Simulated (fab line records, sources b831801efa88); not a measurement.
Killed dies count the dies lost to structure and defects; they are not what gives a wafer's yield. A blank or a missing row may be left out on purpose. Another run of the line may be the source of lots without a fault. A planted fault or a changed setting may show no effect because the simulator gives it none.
What tool caused it?    flow sky130    15 lots, 45 wafers sampled, at 4 steps of a route of 708

== WHAT THE GAUGES SHOWED, per wafer ==
No reading from a measuring or inspecting step in the record can be judged against a usual standard deviation.

== WHAT TOOL EACH LOT RAN ON (gives the tool, then ch and the chambers of the sampled wafers, and finally the start) ==
lot   SKY_LI_CONTACT_SPUTTER_20    SKY_LOCAL_INTERCONNECT_PEB_09     SKY_LOCAL_INTERCONNECT_ETCH_13    SKY_CONTACT_CVD_00
L209  pvdSputter-02, day 30 07:49  lithoTrack-03 ch 0, day 31 12:00  rieMetal-04 ch 0,1, day 31 12:46  pecvd-01 ch 0,1, day 31 13:34
L211  pvdSputter-04, day 30 11:40  lithoTrack-03 ch 0, day 31 16:00  rieMetal-04 ch 0,1, day 31 16:47  pecvd-04 ch 0,1,2, day 31 17:32
L213  pvdSputter-02, day 30 21:39  lithoTrack-02 ch 0, day 32 01:00  rieMetal-04 ch 0,1, day 32 02:22  pecvd-03 ch 0,2, day 32 03:23
L214  pvdSputter-01, day 31 18:32  lithoTrack-02 ch 0, day 32 22:00  rieMetal-02 ch 0,1, day 32 22:31  pecvd-03 ch 0,1,2, day 32 23:11
L216  pvdSputter-04, day 31 19:33  lithoTrack-01, day 32 22:00       rieMetal-03 ch 0,1, day 32 23:27  -
L217  pvdSputter-04, day 32 06:42  lithoTrack-02, day 33 10:00       rieMetal-04 ch 0,1, day 33 10:47  -
L218  pvdSputter-01, day 32 16:17  lithoTrack-03, day 33 19:00       rieMetal-03 ch 0,1, day 33 20:11  -
L221  pvdSputter-04, day 33 10:56  lithoTrack-03 ch 0, day 34 13:00  rieMetal-02 ch 0,1, day 34 14:02  pecvd-03 ch 0,1,2, day 34 14:45
L222  pvdSputter-04, day 33 17:52  lithoTrack-02 ch 0, day 34 20:00  rieMetal-04 ch 1, day 34 20:56    pecvd-04 ch 0,2, day 34 21:38
L223  pvdSputter-04, day 33 22:26  lithoTrack-03 ch 0, day 35 02:00  rieMetal-04 ch 0,1, day 35 02:37  pecvd-03 ch 0,1, day 35 03:22
L225  pvdSputter-01, day 34 11:54  lithoTrack-02 ch 0, day 35 15:00  rieMetal-03 ch 1, day 35 15:43    pecvd-03 ch 1,2, day 35 16:31
L226  pvdSputter-01, day 35 04:32  lithoTrack-03 ch 0, day 36 07:00  rieMetal-02 ch 0,1, day 36 07:34  pecvd-04 ch 0,2, day 36 08:16
L227  pvdSputter-02, day 35 05:52  lithoTrack-02 ch 0, day 36 08:00  rieMetal-04 ch 0,1, day 36 08:29  pecvd-01 ch 0,1,2, day 36 09:11
L228  pvdSputter-04, day 35 17:34  lithoTrack-02 ch 0, day 36 19:00  rieMetal-04 ch 0,1, day 36 19:35  pecvd-01 ch 0,2, day 36 20:18
L229  pvdSputter-01, day 35 23:29  lithoTrack-02 ch 0, day 37 02:00  rieMetal-02 ch 0,1, day 37 02:29  pecvd-04 ch 0,1,2, day 37 03:16
- SKY_LI_CONTACT_SPUTTER_20: material TiN, target thk 20 nm, time 80 s.
- SKY_LOCAL_INTERCONNECT_PEB_09
- SKY_LOCAL_INTERCONNECT_ETCH_13: etches BARC in N2/H2, stops on SiO2, time 45.9 s, target depth 60 nm.
- SKY_CONTACT_CVD_00: deposits Si3N4, target thk 75 nm.

== WHAT THE TOOLS THEMSELVES READ (means of the sampled wafers that have a number; where no wafer has one, the mark that the record gives instead) ==
SKY_LI_CONTACT_SPUTTER_20. Usual: cathodeDcPowerW 4000.0 W, standard deviation 0.69; throttleValvePct 30.2 %, standard deviation 1.1.
lot   tool           cathodeDcPowerW (W)  throttleValvePct (%)  flag
L209  pvdSputter-02  4000.8               31.0                  
L211  pvdSputter-04  4000.2               30.6                  
L213  pvdSputter-02  3999.9               30.3                  
L214  pvdSputter-01  4000.0               30.5                  
L216  pvdSputter-04  4000.3               30.3                  
L217  pvdSputter-04  3999.9               30.0                  
L218  pvdSputter-01  3999.9               30.3                  
L221  pvdSputter-04  4000.4               29.5                  
L222  pvdSputter-04  4000.7               29.9                  
L223  pvdSputter-04  3999.2               30.3                  
L225  pvdSputter-01  4000.6               30.4                  
L226  pvdSputter-01  3999.9               30.7                  
L227  pvdSputter-02  3999.9               31.0                  
L228  pvdSputter-04  4000.2               30.1                  
L229  pvdSputter-01  3999.9               30.8                  

SKY_LOCAL_INTERCONNECT_PEB_09. Usual: exhaustPa 44.9 Pa, standard deviation 0.86.
lot   tool           exhaustPa (Pa)  flag
L209  lithoTrack-03  45.1            
L211  lithoTrack-03  44.7            
L213  lithoTrack-02  45.2            
L214  lithoTrack-02  45.5            
L216  lithoTrack-01  -               OFF
L217  lithoTrack-02  -               OFF
L218  lithoTrack-03  -               OFF
L221  lithoTrack-03  43.6            
L222  lithoTrack-02  45.3            
L223  lithoTrack-03  45.2            
L225  lithoTrack-02  46.0            
L226  lithoTrack-03  46.0            
L227  lithoTrack-02  44.9            
L228  lithoTrack-02  44.5            
L229  lithoTrack-02  44.8            

SKY_LOCAL_INTERCONNECT_ETCH_13. Usual: drypumpMotorCurrentA 5.4 A, standard deviation 0.6; n2FlowSccm 100.0 sccm, standard deviation 0.33; oesProductAu 0.854 a.u., standard deviation 0.0052; throttleValvePct 13.225 %, standard deviation 0.009.
lot   tool         drypumpMotorCurrentA (A)  n2FlowSccm (sccm)  oesProductAu (a.u.)  throttleValvePct (%)  flag
L209  rieMetal-04  5.0                       100.0              0.852                13.232                
L211  rieMetal-04  4.9                       100.2              0.850                13.221                
L213  rieMetal-04  4.9                       100.3              0.853                13.226                
L214  rieMetal-02  5.7                       99.6               0.850                13.220                
L216  rieMetal-03  6.3                       100.1              0.856                13.227                
L217  rieMetal-04  5.0                       100.1              0.856                13.234                
L218  rieMetal-03  6.0                       100.3              0.848                13.219                
L221  rieMetal-02  5.5                       100.2              0.854                13.225                
L222  rieMetal-04  5.2                       100.0              0.848                13.222                
L223  rieMetal-04  5.0                       99.9               0.851                13.214                
L225  rieMetal-03  6.5                       100.5              0.854                13.225                
L226  rieMetal-02  5.7                       99.9               0.850                13.230                
L227  rieMetal-04  4.9                       100.1              0.857                13.227                
L228  rieMetal-04  4.9                       99.9               0.857                13.237                
L229  rieMetal-02  5.7                       99.9               0.855                13.229                

SKY_CONTACT_CVD_00. Usual: heaterPowerW 712 W, standard deviation 72.
lot   tool      heaterPowerW (W)  flag
L209  pecvd-01  668               
L211  pecvd-04  702               
L213  pecvd-03  802               
L214  pecvd-03  725               
L221  pecvd-03  730               
L222  pecvd-04  685               
L223  pecvd-03  613               
L225  pecvd-03  787               
L226  pecvd-04  685               
L227  pecvd-01  765               
L228  pecvd-01  796               
L229  pecvd-04  676               

== THE ANSWER, worked out from the rows above alone ==
Rule: a lot counts as off when the mean over its wafers that have a number is more than 3 standard deviations away from the usual mean. A lot without any number at a reading at which 4 lots or more have one is off too. Where the step has rows for the other lots, those lots are counted as sound. Order of review: gauges by route order, followed by the tools' own readings, for which a lot's mean as printed above is used. At the first step where some lot is off, the reading lying furthest off is the one used; lots without a number count as furthest.
Off at SKY_LOCAL_INTERCONNECT_PEB_09 (exhaustPa): L216, L217, L218. Without a number there: L216, L217, L218.
If a tool, at that step or one of the process steps before it, ran each lot that is off and ran no sound lot following the first of them, it fits. Of those tried, none fits.

== WHAT HAD BEEN PUT IN BY THE SIMULATOR ==
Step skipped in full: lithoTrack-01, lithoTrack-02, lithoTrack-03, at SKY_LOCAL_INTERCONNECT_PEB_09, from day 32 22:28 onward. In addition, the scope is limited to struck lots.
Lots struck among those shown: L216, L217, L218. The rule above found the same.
